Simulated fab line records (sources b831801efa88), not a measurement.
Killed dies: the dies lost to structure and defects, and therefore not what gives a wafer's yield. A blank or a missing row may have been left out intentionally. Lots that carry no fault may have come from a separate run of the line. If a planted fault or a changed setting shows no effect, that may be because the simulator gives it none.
fab line records    flow sky130
record lots=5  wafers=15  lastDay=49
route steps=708 shown SONOS_TUNNEL@158 SONOS_ONO@168 PAD_OPEN@708
lots with no fault: from the same line, run without faults
startH: hours from the record's opening day to when the first of the lot's shown wafers began    waitH: hours since the lot's step before    " the same as in the row above    L1.1+2: a row that stands for several wafers    - no value, or no start given    * or withheld: withheld    < > ~ a bound
route shown NAME@n: NAME is a module with steps in the file, n the number in the route of the first one    usual: mean/standard deviation taken from wafers without a fault    same: alike in all rows    chamber/n: place in a boat    sites: each site's reading    _std_site: how widely they spread, as a standard deviation    _edge_site: outer sites' mean less inner sites'    radiusMm: how far each site lies from the wafer's centre    mask NAME#n: copy n    behind: the most recent tool/chamber to have shaped the wafer    hold: the reason the lot was held/the length of the hold in hours/how it ended    device: the transistor (n, p or np) that didn't switch    end of line: tests run on the same wafers once the route is complete    where a step has no rows: the recipe by itself    killed: the dies lost at the first sort to structure and to defects; this is not the yield of the wafer    map: a wafer's dies, marking killed ones x, the rest . and places with no die _
set.NAME: the setting that was run; set.NAME@STEP: the one run at that earlier step    model.NAME: the simulator's own value behind a step, which no gauge read
certain route steps with their lots: each step a table, each wafer a row
services: when a tool's chamber went out of use (startH, in hours from the record's first day, below 0 if earlier), for how many hours, and the reason
## steps
# step SKY_SONOS_TUNNEL_EXPOSE_04
# recipe maskId=TUNM  na=0.6  sourceShape=conventional  sigmaOuter=0.6  polarization=unpolarized  targetCdNm=410  doseMj=136
# step SKY_SONOS_TUNNEL_PEB_05
# recipe tempC=withheld  timeS=*  resist=NOVOLAK
# step SKY_SONOS_TUNNEL_DEVELOP_06
# recipe resist=NOVOLAK  developer=TMAH  developTimeS=60  devTempC=23
# step SKY_SONOS_TUNNEL_CD_MEAS_07
# recipe targetCdNm=410
# usual cdNm=410.3/1.7
lot.wafer  tool      chamber  startH  waitH  cdNm
L317.3     cdSem-01  -        276.71  0.1    409.8
L317.5     "         -        "       "      408.1
L317.6     "         -        "       "      406.2
L325.2     cdSem-01  -        344.82  0.1    407.6
L325.5     "         -        "       "      410.0
L325.6     "         -        "       "      410.3
L326.2     cdSem-01  -        349.67  0.1    409.4
L326.5     "         -        "       "      406.9
L326.6     "         -        "       "      410.2
L331.1     cdSem-01  -        387.67  0.1    411.3
L331.2     "         -        "       "      412.1
L331.5     "         -        "       "      410.4
L332.1     cdSem-01  -        394.35  0.1    409.0
L332.2     "         -        "       "      410.9
L332.6     "         -        "       "      411.4
# step SKY_SONOS_TUNNEL_OVL_MEAS_08
# usual SONOS_TUNNEL_OVL=-0.4/1.5
lot.wafer  tool        chamber  startH  waitH  SONOS_TUNNEL_OVL[nm]
L317.3     overlay-02  -        276.80  0.1    -0.8
L317.5     "           -        "       "      -0.7
L317.6     "           -        "       "      -0.8
L325.2     overlay-01  -        344.93  0.1    -1.1
L325.5     "           -        "       "      -1.7
L325.6     "           -        "       "      -2.1
L326.2     overlay-01  -        349.78  0.1    0.4
L326.5     "           -        "       "      -0.7
L326.6     "           -        "       "      1.2
L331.1     overlay-01  -        387.79  0.1    0.7
L331.2     "           -        "       "      -0.4
L331.5     "           -        "       "      1.3
L332.1     overlay-01  -        394.47  0.1    0.7
L332.2     "           -        "       "      1.5
L332.6     "           -        "       "      0.1
# step SKY_SONOS_TUNNEL_IMPLANT_09
# recipe species=B  energyKev=20  doseCm2=9.902e+11  tiltDeg=withheld
# step SKY_SONOS_TUNNEL_WET_ETCH_10
# recipe chemistry=dHF  targetDepthNm=14  target=SiO2  dilution=100:1  tempC=25  timeS=280
# step SKY_SONOS_TUNNEL_STRIP_11
# recipe chemistry=SPM  timeS=600  tempC=130
# step SKY_SONOS_TUNNEL_TW_MEAS_12
# usual SONOS_TUNNEL_TW=198.3/1.6
lot.wafer  tool          chamber  startH  waitH  SONOS_TUNNEL_TW
L317.3     filmMetro-04  -        277.26  0.0    198.7
L317.5     "             -        "       "      198.1
L317.6     "             -        "       "      199.4
L325.2     filmMetro-04  -        345.38  0.0    198.4
L325.5     "             -        "       "      197.6
L325.6     "             -        "       "      198.0
L326.2     filmMetro-04  -        350.24  0.0    197.3
L326.5     "             -        "       "      197.6
L326.6     "             -        "       "      198.1
L331.1     filmMetro-04  -        388.23  0.0    199.4
L331.2     "             -        "       "      200.1
L331.5     "             -        "       "      199.2
L332.1     filmMetro-02  -        394.92  0.0    201.0
L332.2     "             -        "       "      201.6
L332.6     "             -        "       "      201.0
# step SKY_SONOS_TUNNEL_CLEAN_13
# recipe chemistry=dHF  timeS=20  dilution=100:1  dry=ipaMarangoni
# step SKY_SONOS_ONO_OXIDATION_00
# recipe tempC=800  ambient=O2  idleTempC=700  rampUpCPerMin=10  rampDownCPerMin=3  stabiliseS=600  purgeS=300  targetThkA=26  oxTimeS=1249
# step SKY_SONOS_ONO_THK_MEAS_01
# recipe reads=SiO2_of_SONOS_ONO_OXIDATION_00
# usual SONOS_ONO_OXIDATION_THK=2.58/0.06
lot.wafer  tool          chamber  startH  waitH  SONOS_ONO_OXIDATION_THK[nm]
L317.3     filmMetro-02  -        278.76  0.0    2.51
L317.5     "             -        "       "      2.52
L317.6     "             -        "       "      2.49
L325.2     filmMetro-04  -        351.38  0.0    2.62
L325.5     "             -        "       "      2.68
L325.6     "             -        "       "      2.69
L326.2     filmMetro-04  -        356.36  0.0    2.55
L326.5     "             -        "       "      2.64
L326.6     "             -        "       "      2.56
L331.1     filmMetro-04  -        389.66  0.0    2.62
L331.2     "             -        "       "      2.52
L331.5     "             -        "       "      2.60
L332.1     filmMetro-02  -        397.00  0.0    2.56
L332.2     "             -        "       "      2.58
L332.6     "             -        "       "      2.47
# step SKY_SONOS_ONO_CVD_02
# recipe material=Si3N4  precursor=DCS/NH3  targetThkNm=10.5  tempC=770  timeS=180  pressureMtorr=250
# usual spikeTcBottomC=785.9/1.6  spikeTcCentreC=769.6/1.1  spikeTcLowerC=770.7/1.1  spikeTcTopC=782.9/2.1  spikeTcUpperC=769.6/1.3  susceptorTempC=770.0/0.35
lot.wafer  tool      chamber  startH  waitH  spikeTcBottomC  spikeTcCentreC  spikeTcLowerC  spikeTcTopC  spikeTcUpperC  susceptorTempC  model.Si3N4_of_SONOS_ONO_CVD_02.thkNm
L317.3     lpcvd-02  1        279.63  0.9    811.2           792.5           795.9          808.8        797.1          795.2           17
L317.5     "         1        "       "      812.0           796.5           796.6          810.4        797.5          794.7           16.93
L317.6     "         1        "       "      810.0           793.2           796.4          809.0        797.6          795.1           16.99
L325.2     lpcvd-02  0        351.43  0.0    784.4           768.5           771.2          781.8        769.6          769.9           10.57
L325.5     "         0        "       "      782.8           769.9           770.7          781.9        770.9          770.2           10.53
L325.6     "         0        "       "      785.7           768.5           770.4          780.1        768.4          769.5           10.51
L326.2     lpcvd-02  0        384.99  28.6   785.0           770.8           770.0          779.5        770.2          770.2           10.36
L326.5     "         0        "       "      783.8           768.6           770.4          782.4        767.6          770.4           10.37
L326.6     "         0        "       "      784.0           769.4           771.6          780.5        769.7          770.6           10.46
L331.1     lpcvd-02  1        390.39  0.7    786.8           770.2           768.9          785.5        771.1          769.7           10.54
L331.2     "         1        "       "      786.1           770.0           770.3          784.0        771.0          769.4           10.69
L331.5     "         1        "       "      786.9           769.6           771.4          786.3        770.4          770.1           10.82
L332.1     lpcvd-02  1        397.06  0.1    787.4           767.9           771.7          786.1        771.0          769.8           10.46
L332.2     "         1        "       "      788.2           768.6           770.0          785.2        769.8          769.9           10.6
L332.6     "         1        "       "      785.0           770.2           768.2          782.8        770.0          769.8           10.51
# step SKY_SONOS_ONO_THK_MEAS_03
# recipe reads=Si3N4_of_SONOS_ONO_CVD_02
# usual SONOS_ONO_CVD_02_THK=10.54/0.12
lot.wafer  tool          chamber  startH  waitH  SONOS_ONO_CVD_02_THK[nm]
L317.3     filmMetro-04  -        280.70  0.0    17.00
L317.5     "             -        "       "      16.91
L317.6     "             -        "       "      17.00
L325.2     filmMetro-04  -        352.49  0.0    10.55
L325.5     "             -        "       "      10.54
L325.6     "             -        "       "      10.50
L326.2     filmMetro-02  -        386.05  0.0    10.38
L326.5     "             -        "       "      10.39
L326.6     "             -        "       "      10.48
L331.1     filmMetro-01  -        391.44  0.0    10.50
L331.2     "             -        "       "      10.70
L331.5     "             -        "       "      10.86
L332.1     filmMetro-04  -        398.11  0.0    10.48
L332.2     "             -        "       "      10.61
L332.6     "             -        "       "      10.49
# step SKY_SONOS_ONO_CVD_04
# recipe material=SiO2  precursor=SiH4/N2O  targetThkNm=5.7199  tempC=892.2  pressureMtorr=400
# step SKY_PAD_OPEN_PROBE_99
# usual killed_at_M0_to_M3=43/7.7  killed_at_M4_up=3.0/1.7  killedAtContacts=24/5.2  killedAtFrontEnd=15/4.5  killedAtOther=0.3/0.5  killedDies=85/9.5  killedOpen=47/6.6  killedShort=38/6.6
# same grossDies=492  killedAtBackSide=0
lot.wafer  tool       chamber  startH   waitH  killed_at_M0_to_M3  killed_at_M4_up  killedAtContacts  killedAtFrontEnd  killedAtOther  killedDies  killedOpen  killedShort
L317.3     prober-02  -        1111.17  0.2    32                  7                17                18                1              75          38          37
L317.5     prober-02  -        1111.27  0.2    33                  4                29                16                0              82          45          37
L317.6     prober-02  -        1111.32  0.2    51                  3                23                16                0              93          52          41
L325.2     prober-02  -        1144.63  0.1    40                  4                32                21                0              97          48          49
L325.5     prober-02  -        1144.78  0.2    41                  5                20                13                0              79          45          34
L325.6     prober-02  -        1144.83  0.2    38                  8                21                12                0              79          43          36
L326.2     prober-02  -        1172.08  0.1    58                  7                21                21                0              107         44          63
L326.5     prober-02  -        1172.23  0.2    42                  1                32                18                0              93          42          51
L326.6     prober-02  -        1172.28  0.2    45                  0                32                20                0              97          49          48
L331.1     prober-02  -        1176.29  0.1    31                  3                20                28                0              82          46          36
L331.2     prober-02  -        1176.34  0.1    38                  1                29                7                 0              75          47          28
L331.5     prober-02  -        1176.49  0.2    42                  2                19                11                1              75          46          29
L332.1     prober-01  -        1176.29  0.1    64                  4                24                14                0              106         59          47
L332.2     prober-01  -        1176.34  0.1    41                  5                35                16                0              97          50          47
L332.6     prober-01  -        1176.54  0.2    42                  1                7                 20                0              70          37          33
# killed by level:class
L317.3 VIA1:geometricParticle:open=8 VIA3:geometricParticle:open=8 POLY_GATE:geometricParticle:short=7 CONTACT:geometricParticle:short=5 CONTACT:geometricParticle:open=5 POLY_GATE:geometricParticle:open=4 LOCAL_INTERCONNECT:geometricParticle:short=4 VIA2:geometricParticle:open=4
L317.5 LI_CONTACT:geometricParticle:open=11 VIA3:geometricParticle:open=10 CONTACT:geometricParticle:open=9 CONTACT:geometricParticle:short=5 POLY_GATE:geometricParticle:short=4 VIA3:geometricParticle:short=4 VIA2:geometricParticle:open=4 METAL4:geometricParticle:short=4
L317.6 VIA3:geometricParticle:open=16 CONTACT:geometricParticle:open=8 VIA1:geometricParticle:open=8 LI_CONTACT:geometricParticle:open=7 METAL2:geometricParticle:short=6 METAL1:geometricParticle:short=5 POLY_GATE:geometricParticle:open=4 CONTACT:geometricParticle:short=4
L325.2 CONTACT:geometricParticle:open=11 CONTACT:geometricParticle:short=9 FIELD_ISO:geometricParticle:short=8 VIA1:geometricParticle:open=7 METAL2:geometricParticle:short=6 POLY_GATE:geometricParticle:open=5 LI_CONTACT:geometricParticle:open=5 METAL1:geometricParticle:short=5
L325.5 VIA1:geometricParticle:open=11 METAL1:geometricParticle:short=7 VIA3:geometricParticle:open=7 LI_CONTACT:geometricParticle:open=6 CONTACT:geometricParticle:open=6 FIELD_ISO:geometricParticle:short=5 LOCAL_INTERCONNECT:geometricParticle:short=5 VIA1:geometricParticle:short=5
L325.6 VIA3:geometricParticle:open=10 VIA1:geometricParticle:open=9 LOCAL_INTERCONNECT:geometricParticle:short=6 VIA2:geometricParticle:open=6 LI_CONTACT:geometricParticle:open=5 LI_CONTACT:geometricParticle:short=4 CONTACT:geometricParticle:open=4 METAL4:geometricParticle:short=4
L326.2 VIA1:geometricParticle:open=18 METAL2:geometricParticle:short=10 METAL1:geometricParticle:short=9 POLY_GATE:geometricParticle:short=7 LI_CONTACT:geometricParticle:open=6 VIA1:geometricParticle:short=6 METAL4:geometricParticle:short=6 FIELD_ISO:geometricParticle:short=5
L326.5 LOCAL_INTERCONNECT:geometricParticle:short=9 VIA1:geometricParticle:open=9 CONTACT:geometricParticle:open=7 METAL2:geometricParticle:short=6 FIELD_ISO:geometricParticle:open=5 LI_CONTACT:geometricParticle:short=5 LI_CONTACT:geometricParticle:open=5 METAL1:geometricParticle:short=5
L326.6 LI_CONTACT:geometricParticle:open=8 VIA1:geometricParticle:open=8 FIELD_ISO:geometricParticle:open=7 CONTACT:geometricParticle:open=7 METAL2:geometricParticle:short=7 VIA2:geometricParticle:open=7 LI_CONTACT:geometricParticle:short=6 CONTACT:geometricParticle:short=6
L331.1 CONTACT:geometricParticle:open=11 FIELD_ISO:geometricParticle:open=9 FIELD_ISO:geometricParticle:short=8 METAL1:geometricParticle:short=5 POLY_GATE:geometricParticle:open=5 POLY_GATE:geometricParticle:short=5 LI_CONTACT:geometricParticle:open=5 VIA2:geometricParticle:open=5
L332.1 VIA1:geometricParticle:open=18 VIA3:geometricParticle:open=10 VIA2:geometricParticle:open=9 METAL1:geometricParticle:short=8 CONTACT:geometricParticle:open=6 CONTACT:geometricParticle:short=6 VIA1:geometricParticle:short=6 LI_CONTACT:geometricParticle:open=5
L331.2 VIA1:geometricParticle:open=11 LI_CONTACT:geometricParticle:open=10 CONTACT:geometricParticle:open=9 VIA2:geometricParticle:open=8 VIA1:geometricParticle:short=6 METAL1:geometricParticle:short=4 FIELD_ISO:geometricParticle:open=3 LI_CONTACT:geometricParticle:short=3
L332.2 CONTACT:geometricParticle:open=13 METAL1:geometricParticle:short=8 CONTACT:geometricParticle:short=8 METAL2:geometricParticle:short=7 VIA1:geometricParticle:open=7 POLY_GATE:geometricParticle:open=6 VIA2:geometricParticle:open=6 POLY_GATE:geometricParticle:short=5
L331.5 VIA1:geometricParticle:open=15 CONTACT:geometricParticle:open=8 VIA1:geometricParticle:short=6 VIA2:geometricParticle:open=6 VIA3:geometricParticle:open=5 FIELD_ISO:geometricParticle:short=4 LI_CONTACT:geometricParticle:open=4 METAL1:geometricParticle:short=4
L332.6 VIA1:geometricParticle:open=15 FIELD_ISO:geometricParticle:short=8 FIELD_ISO:geometricParticle:open=7 METAL2:geometricParticle:short=6 VIA2:geometricParticle:open=6 VIA1:geometricParticle:short=3 METAL1:geometricParticle:short=3 VIA2:geometricParticle:short=3
## services
tool      chamber  startH  hours  kind
lpcvd-02  -        356.89  28.1   pm
## key
firstSign step=SKY_SONOS_ONO_CVD_02  reading=susceptorTempC  direction=up  sigmas=70  usual=*  struck=*
effect step=SKY_SONOS_ONO_CVD_02  reading=spikeTcLowerC  direction=up  sigmas=24  usual=770.7  struck=796.3
effect step=SKY_SONOS_ONO_THK_MEAS_03  reading=SONOS_ONO_CVD_02_THK  direction=up  sigmas=54  usual=10.54  struck=16.97
modelEffect step=SKY_SONOS_ONO_CVD_02  value=Si3N4_of_SONOS_ONO_CVD_02.thkNm  without=10.5  struck=16.97
metAt SKY_SONOS_ONO_CVD_02
struckWafers L317.3,L317.5,L317.6
testerLeftOut L317
fault kind=processParameterDrift  tool=lpcvd-02  chamber=1  onsetH=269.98  steps=SKY_SONOS_ONO_CVD_02  channel=tempC  offset=*  shape=step  endH=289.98  actsIn=*  stated=*
# testerLeftOut: of these lots the tester's yield and bins aren't shown, on N5 and GAA mostly nor the transistor test; their killed dies are dies lost to structure and defects alone, not to doping, threshold or leakage, so they don't give the yield
